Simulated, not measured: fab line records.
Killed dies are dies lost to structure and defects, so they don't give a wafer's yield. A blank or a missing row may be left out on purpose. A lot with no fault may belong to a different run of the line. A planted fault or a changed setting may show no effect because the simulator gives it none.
fab line records	flow sfq-line
record: lots: 15	wafers: 45	last-day: 87
route steps=325 shown I2@114
lots with no fault: from the same line, run without faults
start-h: start of the lot's first displayed wafer, in hours after the record's first day	wait-h: hours since the lot's step before	" repeats the value in the row above	L1.1+2: a row that stands for several wafers	- no value present, or no start provided	* or withheld: withheld	< > ~ a bound
route shown NAME@n: NAME is a module with steps in the file, n the number in the route of the first one	usual: mean and standard deviation over wafers with no fault	same: alike in all rows	chamber/n: place in a boat	sites: the reading at each site	_std_site: their standard deviation	_edge_site: the outer-site mean with the inner-site mean subtracted	radius-mm: for every site, how far away it sits from the centre of the wafer	mask NAME#n: copy n	behind: tool/chamber where the wafer was last shaped	hold: why the lot went on hold/how many hours it stayed there/how the hold came to an end	device: transistor that didn't switch, given as n, p or np	end of line: tests of these same wafers at the route's end	where a step has no rows: the recipe by itself	killed: count of dies lost to structure and defects at first sort (not the wafer's yield)	map: per-die view of a wafer (x killed, . not killed, _ where there is no die)
set.NAME: the setting the step ran with; set.NAME@STEP: the setting that earlier step ran with	model.NAME: the simulator's own value behind a step, which no gauge read
steps of the route over a sample of lots; a table a step, a row a wafer
services: from which hour (start-h, from the record's first day; less than 0 if before it) a tool's chamber was out of use, for how many hours, and why
== steps ==
step: SFQ_TRILAYER_I2_VIA_BARC_OPEN_VIA_ETCH_096
recipe: mask-material: PR	chemistry: O2	target-depth-nm: 125	target: BARC	source-w: 500	bias-w: 80	pressure-mtorr: 30	time-s: 41.7
usual: drypump-motor-current-A: 5.8/0.42	oes-product-au: 0.684/0.0045	run-length-s: 70.0/0.46
lot.wafer	tool	chamber	start-h	wait-h	drypump-motor-current-A	oes-product-au	rf-hours-counter-h	run-length-s
L646.1	rie-diel-03	3	876.38	0.0	6.3	0.689	6	69.1
L646.5	"	1	"	"	5.2	0.687	-	69.3
L646.6	"	2	"	"	6.7	0.683	-	69.7
L647.1	rie-diel-04	0	885.98	0.0	5.3	0.692	7	70.1
L647.3	"	1	"	"	6.0	0.686	9	70.1
L647.4	"	2	"	"	5.6	0.680	4	70.5
L648.2	rie-diel-03	3	888.38	0.0	6.3	0.680	7	69.3
L648.4	"	0	"	"	6.1	0.681	11	70.7
L648.6	"	1	"	"	5.2	0.680	-	69.3
L649.2	rie-diel-04	0	900.38	0.0	5.4	0.680	7	70.5
L649.5	"	2	"	"	5.5	0.686	-	70.2
L649.6	"	3	"	"	5.4	0.681	-	70.7
L650.1	rie-diel-04	1	917.18	0.0	6.0	0.682	9	70.1
L650.5	"	0	"	"	5.3	0.693	-	70.4
L650.6	"	1	"	"	6.0	0.693	-	70.6
L651.1	rie-diel-03	3	932.78	0.0	6.3	0.681	7	69.1
L651.2	"	1	"	"	5.2	0.683	11	69.0
L651.4	"	2	"	"	6.7	0.677	12	70.2
L652.2	rie-diel-01	2	936.38	0.0	6.0	0.679	14	69.7
L652.4	"	0	"	"	5.8	0.685	2	69.8
L652.6	"	2	"	"	6.0	0.677	-	69.9
L653.2	rie-diel-01	0	954.38	0.0	5.8	0.686	3	70.3
L653.4	"	2	"	"	6.0	0.688	14	69.7
L653.6	"	0	"	"	5.8	0.681	-	69.7
L660.1	rie-diel-01	1	988.90	0.0	5.8	0.649	16	75.1
L660.5	"	0	"	"	5.8	0.683	-	70.3
L660.6	"	3	"	"	5.2	0.691	-	70.3
L662.1	rie-diel-01	1	1001.02	0.0	5.9	0.648	16	75.3
L662.3	"	3	"	"	5.2	0.685	12	70.3
L662.4	"	0	"	"	5.8	0.685	4	70.4
L664.2	rie-diel-01	2	1023.82	0.0	6.0	0.681	16	69.9
L664.3	"	0	"	"	5.8	0.689	4	69.9
L664.6	"	1	"	"	5.9	0.647	-	75.1
L665.1	rie-diel-04	3	1035.82	0.0	5.4	0.681	12	70.7
L665.4	"	0	"	"	5.3	0.682	10	70.1
L665.5	"	2	"	"	5.6	0.683	-	70.9
L666.2	rie-diel-04	3	1050.35	0.0	5.4	0.685	12	70.5
L666.3	"	1	"	"	6.0	0.692	12	70.5
L666.4	"	0	"	"	5.3	0.683	10	70.0
L668.1	rie-diel-04	1	1056.35	0.0	6.0	0.687	12	70.3
L668.3	"	3	"	"	5.4	0.681	12	70.8
L668.6	"	2	"	"	5.6	0.680	-	70.3
L669.2	rie-diel-03	2	1064.75	0.0	6.7	0.678	14	70.2
L669.5	"	2	"	"	6.7	0.685	-	69.8
L669.6	"	3	"	"	6.3	0.681	-	69.5
== services ==
tool	chamber	start-h	hours	kind
rie-diel-04	2	852.95	5.7	repair
rie-diel-01	2	900.63	6.4	repair
rie-diel-01	0	916.71	8.1	repair
rie-diel-04	0	923.34	4.5	repair
rie-diel-01	3	931.64	2.5	repair
rie-diel-03	0	949.52	1.5	repair
rie-diel-03	3	975.97	1.5	repair
rie-diel-04	3	988.01	1.3	repair
rie-diel-04	0	1014.73	5.4	repair
rie-diel-03	0	1023.52	5.6	repair
rie-diel-03	0	1049.14	31.8	repair
== key ==
first-sign: step: SFQ_TRILAYER_I2_VIA_BARC_OPEN_VIA_ETCH_096	reading: run-length-s	direction: up	sigmas: 11	usual: *	struck: *
effect: step: SFQ_TRILAYER_I2_VIA_BARC_OPEN_VIA_ETCH_096	reading: oes-product-au	direction: down	sigmas: 7.9	usual: 0.684	struck: 0.648
met-at SFQ_TRILAYER_I2_VIA_BARC_OPEN_VIA_ETCH_096
struck-lots L660,L662,L664
struck-wafers L660.1,L662.1,L664.6
fault: kind: process-parameter-drift	tool: rie-diel-01	chamber: 1	onset-h: 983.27	steps: SFQ_TRILAYER_I2_VIA_BARC_OPEN_VIA_ETCH_096	channel: time-s	offset: *	shape: step	end-h: 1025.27	acts-in: *	stated: *
